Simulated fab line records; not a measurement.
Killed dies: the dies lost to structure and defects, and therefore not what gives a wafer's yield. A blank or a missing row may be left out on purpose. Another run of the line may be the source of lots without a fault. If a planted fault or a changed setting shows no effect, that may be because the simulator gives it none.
Which tool is to blame?    flow gf180mcu    at 1 step of a route of 602, 12 lots with 36 wafers sampled

WHAT EACH GAUGE READ, for each wafer
GF_V3_BOW_MEAS_05.
lot   measured      on             V3_BOW (um)
L075  day 21 17:20  film metro-04  123 128 112
L077  day 22 11:58  film metro-04  115 120 111
L079  day 23 12:56  film metro-04  111 111 116
L081  day 24 03:13  film metro-03  114 125 126
L083  day 25 02:20  film metro-04  122 114 112
L085  day 25 16:55  film metro-01  117 119 119
L087  day 26 05:03  film metro-04  113 102 102
L089  day 26 18:25  film metro-04  121 124 121
L091  day 27 07:34  film metro-04  114 105 124
L093  day 27 17:23  film metro-01  122 119 121
L095  day 28 09:21  film metro-03  121 112 115
L097  day 28 23:31  film metro-03  124 103 133

WHAT TOOL EACH LOT RAN ON (gives the tool, then ch and the chambers of the sampled wafers, and finally the start)
Record: no process step prior to these readings.

THE ANSWER, worked out from the rows above alone
Rule: usual is defined by the lots themselves. Put in order of their means at a reading, lots are off if they are a third of the lots or fewer, leave a main group of 4 or more, and stand apart from it by a gap of 3 or more times the standard deviation of the main group's means; of several such gaps the widest counts. A main group whose means are all the same, to the digits that the tables above print for the reading, isn't used. A lot without any number at a reading at which 4 lots or more have one is off too. All remaining lots with rows at the step are treated as sound.
None of the lots is off at any reading shown; this tells nothing.

WHAT WAS PUT IN BY THE SIMULATOR
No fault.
